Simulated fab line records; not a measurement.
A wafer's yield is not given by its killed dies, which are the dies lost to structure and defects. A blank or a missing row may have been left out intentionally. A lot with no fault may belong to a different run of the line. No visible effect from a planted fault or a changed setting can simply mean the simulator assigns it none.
Matching of chambers + flow sky130 + cmp-01 running SKY_FIELD_ISO_CMP_27: 4 sister chambers
The step polishes, stops on Si3N4, t overpolish 16 s, target thk 457.8 nm. 8 wafers are shown with their chamber, then 8 later ones without.

== EACH WAFER AND ITS CHAMBER ==
| wafer  | chamber | motor_current_A (A) | head_pressure_psi (psi) |
|--------|---------|---------------------|-------------------------|
| L379.4 | 0       | 11.2                | 4.003                   |
| L385.1 | 0       | 11.8                | 4.004                   |
| L385.3 | 1       | 15.2                | 4.000                   |
| L385.6 | 3       | 9.8                 | 4.006                   |
| L387.2 | 2       | 12.2                | 4.005                   |
| L387.5 | 2       | 12.4                | 4.004                   |
| L387.6 | 1       | 14.6                | 4.009                   |
| L390.3 | 3       | 9.7                 | 3.985                   |

== WAFERS MISSING THEIR CHAMBER ==
| wafer  | motor_current_A (A) | head_pressure_psi (psi) |
|--------|---------------------|-------------------------|
| L390.4 | 12.2                | 4.016                   |
| L390.5 | 15.5                | 4.003                   |
| L391.1 | 11.6                | 4.013                   |
| L391.2 | 14.6                | 4.001                   |
| L391.5 | 14.8                | 4.005                   |
| L392.1 | 14.7                | 4.001                   |
| L392.3 | 11.0                | 3.995                   |
| L392.4 | 10.0                | 3.997                   |

== CHAMBER TAKEN BY EACH ==
| wafer  | from the rows above     | in truth |
|--------|-------------------------|----------|
| L390.4 | can't be placed: 2 or 0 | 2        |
| L390.5 | 1                       | 1        |
| L391.1 | can't be placed: 0 or 2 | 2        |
| L391.2 | 1                       | 1        |
| L391.5 | 1                       | 1        |
| L392.1 | 1                       | 1        |
| L392.3 | 0                       | 0        |
| L392.4 | 3                       | 3        |
6 of 8 placed correctly. Cannot be placed on the basis of these rows: 2; the candidates contain the true chamber in 2. Wrongly placed: 0.
How it was worked out, from the rows above alone: a wafer's distance from a chamber is the root of the sum, over the readings, of the square of ((its reading less the chamber's mean) divided by the reading's scatter). The wafer belongs to the nearest chamber; if the next one is less than 2 further off, it can't be placed. The mean given for a chamber averages the wafers shown for that chamber. The scatter: the root of (the sum of the squares of (reading less its chamber's mean) over the shown wafers, divided by (wafers less chambers)).
